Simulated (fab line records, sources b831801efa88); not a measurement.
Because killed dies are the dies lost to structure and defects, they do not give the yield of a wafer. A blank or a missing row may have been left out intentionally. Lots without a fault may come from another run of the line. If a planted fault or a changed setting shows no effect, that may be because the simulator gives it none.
Which tool is to blame?    flow sky130    39 wafers from 13 lots sampled at 5 of the route's 708 steps

== WHAT EACH GAUGE READ, for each wafer ==
SKY_FIELD_ISO_THK_MEAS_02.
lot   measured     on             FIELD_ISO_OXIDATION_00_THK (nm)
L698  day 1 17:14  film-metro-03  11.91 12.03 12.09
L700  day 2 02:39  film-metro-02  11.81 11.85 11.89
L701  day 2 07:46  film-metro-01  11.63 11.90 11.70
L702  day 2 13:08  film-metro-03  12.03 12.04 11.94
L703  day 2 18:33  film-metro-03  12.24 12.32 12.15
L705  day 3 03:38  film-metro-01  11.59 11.77 11.90
L706  day 3 09:49  film-metro-02  11.95 11.88 11.84
L708  day 3 20:00  film-metro-01  12.13 12.06 12.14
L709  day 4 00:02  film-metro-02  11.73 11.90 11.96
L710  day 4 04:38  film-metro-02  12.05 12.22 12.04
L711  day 4 09:38  film-metro-01  11.75 12.19 12.07
L714  day 5 01:30  film-metro-01  11.92 12.00 12.13
L720  day 6 06:38  film-metro-01  11.60 11.80 11.69

SKY_VT_ADJUST_LVTN_OVL_MEAS_18.
lot   measured      on          VT_ADJUST_LVTN_01_OVL (nm)
L698  day 8 00:42   overlay-01  -2.0 -0.7 -1.4
L700  day 8 19:22   overlay-02  -1.9 -2.6 -2.8
L701  day 9 00:04   overlay-02  3.3 2.5 0.6
L702  day 9 12:14   overlay-01  0.3 -1.5 -2.5
L703  day 9 13:11   overlay-02  -0.2 -0.5 -0.2
L705  day 10 00:06  overlay-02  -1.0 -0.8 0.4
L706  day 10 09:22  overlay-01  -3.0 -4.6 -1.8
L708  day 11 01:19  overlay-02  4.9 3.5 3.1
L709  day 11 06:36  overlay-02  -1.3 -1.6 -0.3
L710  day 11 12:57  overlay-02  -0.6 2.1 0.8
L711  day 11 17:51  overlay-02  2.1 1.2 0.0
L714  day 12 12:22  overlay-01  0.7 1.4 1.0
L720  day 14 06:59  overlay-02  -0.5 -1.6 -2.7

SKY_SONOS_ONO_OVL_MEAS_14.
lot   measured      on          SONOS_ONO_OVL (nm)
L698  day 12 23:09  overlay-02  2.2 2.5 1.0
L700  day 13 21:53  overlay-02  3.3 3.5 2.2
L701  day 14 01:37  overlay-01  0.5 0.7 2.2
L702  day 14 16:57  overlay-02  2.6 -0.7 1.8
L703  day 14 18:10  overlay-01  1.1 2.1 3.8
L705  day 15 08:50  overlay-02  2.1 3.0 3.0
L706  day 15 19:14  overlay-01  -2.2 -1.8 0.5
L708  day 16 16:05  overlay-01  -1.1 -0.2 0.2
L709  day 16 21:03  overlay-01  1.5 1.5 0.0
L710  day 17 08:53  overlay-02  0.6 -0.1 -0.7
L711  day 17 12:33  overlay-02  2.4 2.9 2.5
L714  day 18 09:53  overlay-01  2.8 1.7 3.9
L720  day 20 16:10  overlay-01  -3.1 -0.1 -1.7

== WHICH TOOL RAN EACH LOT (tool, then ch and the chambers of the sampled wafers, then the start) ==
lot   SKY_NWELL_COAT_05                 SKY_NWELL_STRIP_14
L698  litho-track-02 ch 0, day 4 10:38  plasma-asher-02 ch 0,1, day 4 19:26
L700  litho-track-02 ch 0, day 5 02:41  plasma-asher-01 ch 0,1, day 5 11:55
L701  litho-track-02 ch 0, day 5 05:38  plasma-asher-02 ch 0,1, day 5 14:49
L702  litho-track-01 ch 0, day 5 16:06  plasma-asher-02 ch 0,1, day 6 02:43
L703  litho-track-03 ch 0, day 5 16:33  plasma-asher-01 ch 0,1, day 6 03:06
L705  litho-track-01 ch 0, day 6 02:19  plasma-asher-01 ch 0,1, day 6 12:26
L706  litho-track-03 ch 0, day 6 09:03  plasma-asher-01 ch 0,1, day 6 19:54
L708  litho-track-01 ch 0, day 7 00:18  plasma-asher-04 ch 1, day 7 10:49
L709  litho-track-01 ch 0, day 7 04:27  plasma-asher-02 ch 0,1, day 7 15:32
L710  litho-track-01 ch 0, day 7 08:37  plasma-asher-01 ch 0,1, day 7 19:25
L711  litho-track-02 ch 0, day 7 13:40  plasma-asher-02 ch 0,1, day 8 00:49
L714  litho-track-01 ch 0, day 8 04:28  plasma-asher-02 ch 0,1, day 8 16:11
L720  litho-track-03 ch 0, day 9 17:51  plasma-asher-02 ch 0,1, day 10 05:11
- SKY_NWELL_COAT_05: resist thk 3000 nm.
- SKY_NWELL_STRIP_14: strips in O2/N2.

== WHAT THE TOOLS THEMSELVES READ (means of the sampled wafers that have a number; where no wafer has one, the mark that the record gives instead) ==
SKY_NWELL_STRIP_14.
lot   tool             drypump-motor-current-A (A)  oes-product-au (a.u.)  strip-time-to-endpoint-s (s)
L698  plasma-asher-02  6.0                          0.719                  37.03
L700  plasma-asher-01  4.9                          0.724                  37.03
L701  plasma-asher-02  6.3                          0.721                  36.87
L702  plasma-asher-02  6.0                          0.723                  36.99
L703  plasma-asher-01  4.9                          0.720                  36.96
L705  plasma-asher-01  4.9                          0.722                  37.00
L706  plasma-asher-01  4.9                          0.725                  36.82
L708  plasma-asher-04  6.0                          0.723                  36.80
L709  plasma-asher-02  6.0                          0.721                  36.84
L710  plasma-asher-01  4.9                          0.726                  32.27
L711  plasma-asher-02  6.0                          0.721                  36.79
L714  plasma-asher-02  6.0                          0.720                  27.65
L720  plasma-asher-02  6.3                          0.721                  36.98

== THE ANSWER, worked out from the rows above alone ==
Rule: the lots themselves supply what counts as usual. Put in order of their means at a reading, lots are off if they are a third of the lots or fewer, leave a main group of 4 or more, and stand apart from it by a gap of 3 or more times the standard deviation of the main group's means; of several such gaps the widest counts. Not used: any main group whose means are identical at the precision the tables above print for the reading. A lot without any number at a reading at which 4 lots or more have one is off too. Any other lot the step has rows for is counted as sound. The gauges are gone through in route order, then the tools' own readings, and for those a lot's mean is taken as printed above. The first step at which some lot is off is used, and at that step the reading that is off furthest; a lot without a number counts as furthest.
Off: L710, L714 (SKY_NWELL_STRIP_14, strip-time-to-endpoint-s). Main group: mean 36.92 s, sd 0.091.
If a tool, at that step or one of the process steps before it, ran each lot that is off and ran no sound lot following the first of them, it fits. One candidate fits, namely litho-track-01 at SKY_NWELL_COAT_05. Its last sound lot is L709 (day 7 04:27), its first lot that is off L710 (day 7 08:37): a fault that began between those two fits.

== WHAT HAD BEEN PUT IN BY THE SIMULATOR ==
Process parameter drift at SKY_NWELL_COAT_05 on litho-track-01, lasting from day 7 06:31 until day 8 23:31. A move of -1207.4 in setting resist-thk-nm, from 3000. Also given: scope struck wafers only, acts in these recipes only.
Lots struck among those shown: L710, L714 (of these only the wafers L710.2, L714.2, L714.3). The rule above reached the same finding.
